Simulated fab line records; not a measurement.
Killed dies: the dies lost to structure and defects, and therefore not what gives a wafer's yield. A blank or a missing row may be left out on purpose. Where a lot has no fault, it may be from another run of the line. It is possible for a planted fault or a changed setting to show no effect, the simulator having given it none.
A lot that was struck, set against a sound lot ; flow sky130 ; 41 out of 708 route steps
Sound: these wafers, L830.1, L830.2, L830.3. The struck wafers were L836.3, L836.5, L836.6. Last of all comes the cause.
Per side, at each step with rows, come the tool, then ch with its chambers, and then its first start. Under that, the readings that differ: sound wafers ; struck wafers ; difference of the means ; sigmas: that difference in standard deviations of wafers without a fault.
alike: readings with means less than 2 such deviations apart, plus words and numbers identical on both sides. not compared: withheld readings, readings lacking a value on some wafer, bounds such as >300 that could conceal the same value, and numbers that have no deviation in the record and whose values overlap.
A row with sigmas, a row that says differs or no value, or rows on one side alone: a step with any of these is where the two part. When numbers do not overlap yet have no deviation, they are printed without sigmas and do not part them. A reading that every wafer of one side lacks parts them only if that side has two wafers or more.

first, 7 steps without rows for these wafers: SKY_METAL5_DEHYDRATE_07 (time 60 s); SKY_METAL5_HMDS_08 (prime time 60 s); SKY_METAL5_COAT_09 (resist thk 1800 nm); SKY_METAL5_SOFTBAKE_10 (time 60 s); SKY_METAL5_EXPOSE_11 (exposes mask MM5, target cd 1600 nm); SKY_METAL5_PEB_12; SKY_METAL5_DEVELOP_13 (develop time 60 s).
SKY_METAL5_DESCUM_14: chemistry O2, time 11 s.
  sound on rie_metal-02 ch 0,1, day 46 13:02; struck on rie_metal-02 ch 0,1, day 48 09:56
  alike: drypump_motor_current_A, oes_product_au
  not compared: rf_hours_counter_h
SKY_METAL5_METAL_ETCH_15: etches the open film in Cl2/BCl3, stops on SiO2, target depth 1260 nm, time 252 s.
  sound on rie_metal-02 ch 0,1, day 46 13:05; struck on rie_metal-02 ch 0,1, day 48 10:02
  alike: drypump_motor_current_A, oes_product_au, throttle_valve_pct
  not compared: rf_hours_counter_h
SKY_METAL5_STRIP_16: strips in O2/N2.
  sound on plasma_asher-04 ch 0,1, day 46 13:19; struck on plasma_asher-02 ch 0,1, day 48 10:14
  alike: drypump_motor_current_A, oes_product_au, strip_time_to_endpoint_s
  not compared: rf_hours_counter_h
then, 2 steps without rows for these wafers: SKY_METAL5_STRIP_17 (strips in post etch residue remover, time 1200 s); SKY_METAL5_CLEAN_18 (cleans in IPA, time 180 s).
SKY_METAL5_CLEAN_19: cleans in O3/DIW.
  sound on wet_bench-03 ch 0, day 46 13:58; struck on wet_bench-02 ch 2, day 48 10:42
then, 1 step without rows for these wafers: SKY_PASSIVATION_CVD_00 (deposits SiO2, target thk 90 nm).
SKY_PASSIVATION_THK_MEAS_01:
  sound on film_metro-04, day 46 14:04; struck on film_metro-01, day 48 10:50
  alike: PASSIVATION_CVD_00_THK
SKY_PASSIVATION_CVD_02: deposits Si3N4, target thk 540 nm.
  sound on pecvd-01 ch 0,1,2, day 46 14:08; struck on pecvd-02 ch 0,2, day 48 10:53
  alike: heater_power_w
SKY_PASSIVATION_THK_MEAS_03:
  sound on film_metro-02, day 46 14:29; struck on film_metro-01, day 48 11:08
  alike: PASSIVATION_CVD_02_THK
then, 8 steps without rows for these wafers: SKY_PASSIVATION_DEHYDRATE_04 (time 60 s); SKY_PASSIVATION_HMDS_05 (prime time 60 s); SKY_PASSIVATION_COAT_06 (resist thk 3000 nm); SKY_PASSIVATION_SOFTBAKE_07; SKY_PASSIVATION_EXPOSE_08 (exposes mask NSM, target cd 3000 nm); SKY_PASSIVATION_PEB_09; SKY_PASSIVATION_DEVELOP_10 (develop time 60 s); SKY_PASSIVATION_ETCH_11 (etches the open film in CF4/O2, stops on AlCu, target depth 725 nm, time 161.1 s).
SKY_PASSIVATION_STRIP_12: strips in O2/N2.
  sound on plasma_asher-01 ch 0,1, day 47 10:36; struck on plasma_asher-01 ch 0,1, day 49 05:29
  alike: drypump_motor_current_A, oes_product_au, strip_time_to_endpoint_s
  not compared: rf_hours_counter_h
then, 13 steps without rows for these wafers: SKY_PAD_OPEN_DEHYDRATE_00 (time 60 s); SKY_PAD_OPEN_HMDS_01 (prime time 60 s); SKY_PAD_OPEN_COAT_02 (resist thk 3000 nm); SKY_PAD_OPEN_SOFTBAKE_03; SKY_PAD_OPEN_EXPOSE_04 (exposes mask PDM, target cd 60000 nm); SKY_PAD_OPEN_PEB_05; SKY_PAD_OPEN_DEVELOP_06 (develop time 60 s); SKY_PAD_OPEN_ETCH_07 (etches the open film in CF4/O2, stops on AlCu, target depth 725 nm, time 168.2 s); SKY_PAD_OPEN_STRIP_08 (strips in O2/N2); SKY_PAD_OPEN_STRIP_09 (strips in post etch residue remover, time 1200 s); SKY_PAD_OPEN_CLEAN_10 (cleans in IPA, time 180 s); SKY_PAD_OPEN_CLEAN_11 (cleans in O3/DIW); SKY_PAD_OPEN_ANNEAL_12.
SKY_PAD_OPEN_BOW_MEAS_13:
  sound on film_metro-03, day 48 08:11; struck on film_metro-03, day 50 01:12
  alike: PAD_OPEN_BOW
SKY_PAD_OPEN_PROBE_99:
  sound on prober-02, day 48 08:19; struck on prober-01, day 50 01:23
reading;sound;struck;difference;sigmas
defect_limited_yield (%);84.3 82.7 86.6;75.6 77.4 76.8;-7.9;-5
killed_at_M4_up;6 5 2;46 40 39;+37;+19
killed_dies;77 85 66;120 111 114;+39;+5
sort_bin_3_pad_short (%);0.6 1.2 0.4;3.0 2.4 3.0;+2.1;+5
sort_bin_5_function (%);9.8 10.2 8.7;15.0 15.0 14.6;+5.3;+4
sort_n_pass;415 407 426;372 381 378;-39;-5
sort_yield_pct (%);84.3 82.7 86.6;75.6 77.4 76.8;-7.9;-5
model.etest.tester.sort_n_pass;415 407 426;372 381 378;-39;
model.etest.tester.sort_yield_pct (%);84.35 82.72 86.59;75.61 77.44 76.83;-7.93;
model.etest.tester.sort_bin_5_pct (%);9.756 10.16 8.74;15.04 15.04 14.63;+5.35;
model.etest.tester.sort_bin_3_pct (%);0.6098 1.22 0.4065;3.049 2.439 3.049;+2.100;
  alike: killed_at_M0_to_M3, killed_at_contacts, killed_at_front_end, killed_at_other, killed_open, killed_short, sort_bin_6_memory

## WHERE THEY PART
At SKY_PAD_OPEN_PROBE_99 and nowhere else, as far as this record goes.

WHY: the cause the simulator had injected
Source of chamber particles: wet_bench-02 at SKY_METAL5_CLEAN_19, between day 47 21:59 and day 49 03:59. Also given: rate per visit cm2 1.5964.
